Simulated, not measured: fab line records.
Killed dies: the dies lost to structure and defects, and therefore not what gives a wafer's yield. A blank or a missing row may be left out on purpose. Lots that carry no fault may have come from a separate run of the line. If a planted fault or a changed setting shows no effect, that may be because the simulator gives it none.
Chamber matching | flow gf180mcu | GF_V1_CMP_26 on cmp-01 has 4 sister chambers
The step polishes, stops on SiO2, t overpolish 15 s, target thk 0 nm. 14 wafers are shown with their chamber, then 7 later ones without.

EACH WAFER AND ITS CHAMBER
wafer  | chamber | motorCurrentA (A) | timeToEndpointS (s) | overpolishRunS (s)
L751.1 | 0       | 11.6              | 85                  | 14.996
L751.5 | 1       | 11.6              | 83                  | 14.980
L751.6 | 0       | 11.8              | 85                  | 14.986
L753.1 | 1       | 11.1              | 84                  | 15.000
L753.4 | 2       | 10.5              | 85                  | 15.006
L753.6 | 3       | 10.5              | 84                  | 14.998
L758.1 | 1       | 11.8              | 84                  | 15.001
L758.3 | 0       | 11.3              | 89                  | 15.003
L758.4 | 3       | 10.7              | 86                  | 14.980
L759.3 | 0       | 11.2              | 93                  | 14.993
L759.5 | 1       | 10.9              | 88                  | 15.008
L759.6 | 0       | 11.3              | 91                  | 14.978
L761.1 | 1       | 11.4              | 84                  | 15.014
L761.3 | 3       | 10.8              | 87                  | 15.005

SIGNATURES, as means of the wafers listed above
reading         | chamber 0 | chamber 1 | chamber 2 | chamber 3 | scatter within a chamber
motorCurrentA   | 11.440    | 11.360    | 10.500    | 10.667    | 0.288
timeToEndpointS | 88.60     | 84.60     | 85.00     | 85.67     | 2.67
overpolishRunS  | 14.99120  | 15.00060  | 15.00600  | 14.99433  | 0.0117
Rule: a wafer lies at a distance from a chamber equal to the root of the sum of squares, over the readings, of (its reading less the chamber's mean, divided by the reading's scatter). The wafer belongs to the nearest chamber; if the next one is less than 2 further off, it can't be placed. The scatter: take each reading less its chamber's mean, square it, sum over the shown wafers, divide by the number of wafers less the number of chambers, and take the root.

WAFERS WITH NO CHAMBER GIVEN
wafer  | motorCurrentA (A) | timeToEndpointS (s) | overpolishRunS (s)
L761.4 | 10.2              | 82                  | 15.011
L763.1 | 11.5              | 86                  | 15.001
L763.5 | 11.1              | 87                  | 15.000
L763.6 | 10.9              | 89                  | 15.001
L764.1 | 10.6              | 89                  | 14.989
L764.3 | 11.9              | 92                  | 15.007
L764.5 | 10.6              | 82                  | 14.986

WHICH CHAMBER EACH WENT THROUGH
wafer  | from the rows above               | in truth
L761.4 | can't be placed: 2 or 3           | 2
L763.1 | can't be placed: 1 or 0           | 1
L763.5 | can't be placed: 1 or 0 or 3 or 2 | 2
L763.6 | can't be placed: 3 or 0 or 2 or 1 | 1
L764.1 | can't be placed: 3 or 2 or 0 or 1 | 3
L764.3 | can't be placed: 0 or 1           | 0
L764.5 | can't be placed: 3 or 2 or 1      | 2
Placed correctly: 0 of 7. Not placeable from these rows: 7 (in 7, the candidates include the true chamber). 0 placed wrongly.
